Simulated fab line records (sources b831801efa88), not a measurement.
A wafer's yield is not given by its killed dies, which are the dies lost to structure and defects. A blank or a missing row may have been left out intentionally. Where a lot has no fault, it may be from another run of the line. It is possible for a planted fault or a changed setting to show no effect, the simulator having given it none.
Problem report in the 8D (eight disciplines) form, filled by code :: flow gf180mcu :: the parts of the form that need people (team, actions taken, sign-off) are left out

1. WHAT IS WRONG
V3_CVD_00_THK at GF_V3_THK_MEAS_01 reads a mean of 507 nm on 6 wafers of 2 lots; wafers without a fault read 599 nm with a standard deviation of 7.9. Measured from the usual mean, that is -12 standard deviations.
Seen first at day 26 13:50 on film-metro-04, wafer L879.1. Wafers with a number at this step in the record: 36, from 12 lots. By rule, "out" or "out of limits" means more than 4 standard deviations away from the usual mean. All remaining wafers that have a number are taken as sound.

2. WHAT IT IS; WHAT IT IS NOT
question: which readings at this step
is: V3_CVD_00_THK
is not: -

question: which lots
is: L879, L880
is not: L867, L868, L869, L870, L872, L874, L875, L877, L878, L890

question: which wafers of those lots
is: all that have a number
is not: -

question: read on which gauges
is: film-metro-02, film-metro-04
is not: film-metro-01

question: when
is: from day 26 13:50
is not: up to then (27 sound wafers); but 3 sound wafers of L890 came after

3. THE SUSPECTS, EACH WITH WHAT RULES IT OUT
Counting: a tool at any process step up to the reading remains a suspect when it ran all the lots that are out and ran no sound lot after the first of those.
- the gauge at GF_V3_THK_MEAS_01 has been ruled out. Those wafers that are out were read across 2 gauges (film-metro-02, film-metro-04).
- plasma-asher-03 at GF_V2_STRIP_18 (strips in O2/N2): ruled out as a lasting fault. Following L879 (day 25 13:50), the first lot on it that is out, the sound lots L890 were run on it.
- hdpcvd-01 at GF_V3_CVD_00 (deposits SiO2, target thk 600 nm, time 100 s): kept. It processed each lot that is out, first L879 at day 26 13:46, and no sound lot thereafter; up to then, the last sound lot it processed was L877 at day 25 08:31. Its own readings are out on those wafers: sih4-flow-sccm.
The count leaves hdpcvd-01 at GF_V3_CVD_00.

4. THE CAUSE (what the simulator had put in)
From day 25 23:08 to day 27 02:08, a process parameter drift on hdpcvd-01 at GF_V3_CVD_00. Setting sih4-flow-sccm, moved by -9, from 60. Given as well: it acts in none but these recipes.
Only this tool survived the counting.

5. THE EFFECT CHAIN, in route order
One row per reading whose mean, taken over the struck wafers that have a number, lies over 3 standard deviations from the usual. Only readings whose record carries a usual standard deviation are examined. hours: median over the lots of the time between each lot's start at the first step of this table that gives one and its start at this step. sigmas: the change, counted in usual standard deviations.
hours: 0
step: GF_V3_CVD_00
reading: sih4-flow-sccm
usual: 59.99 sccm
on struck wafers: 51.10
change: -8.89
sigmas: -56

hours: 0
step: GF_V3_THK_MEAS_01
reading: V3_CVD_00_THK
usual: 599 nm
on struck wafers: 507
change: -92
sigmas: -12
The process steps in it:
- GF_V3_CVD_00: deposits SiO2, target thk 600 nm, time 100 s.
At these later measuring or inspecting steps, every struck wafer for which the step has a row has a number for every such reading, and none has moved that far: GF_V3_THK_MEAS_03, GF_V3_BOW_MEAS_05.

6. HOW IT WOULD HAVE BEEN CAUGHT EARLIER
Counted from the fault's start at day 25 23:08, it took 15 hours until the first out-of-limits reading at a measuring or inspecting step in this record, taken at day 26 13:50.
Tool's own readings at GF_V3_CVD_00, sih4-flow-sccm: out on all struck wafers the step has rows for; an alarm limit on them would have tripped on the first.
Among the 2 lots that are out, L880 began GF_V3_CVD_00 on hdpcvd-01 after day 26 13:50. A hold on the tool at that time would have spared it.
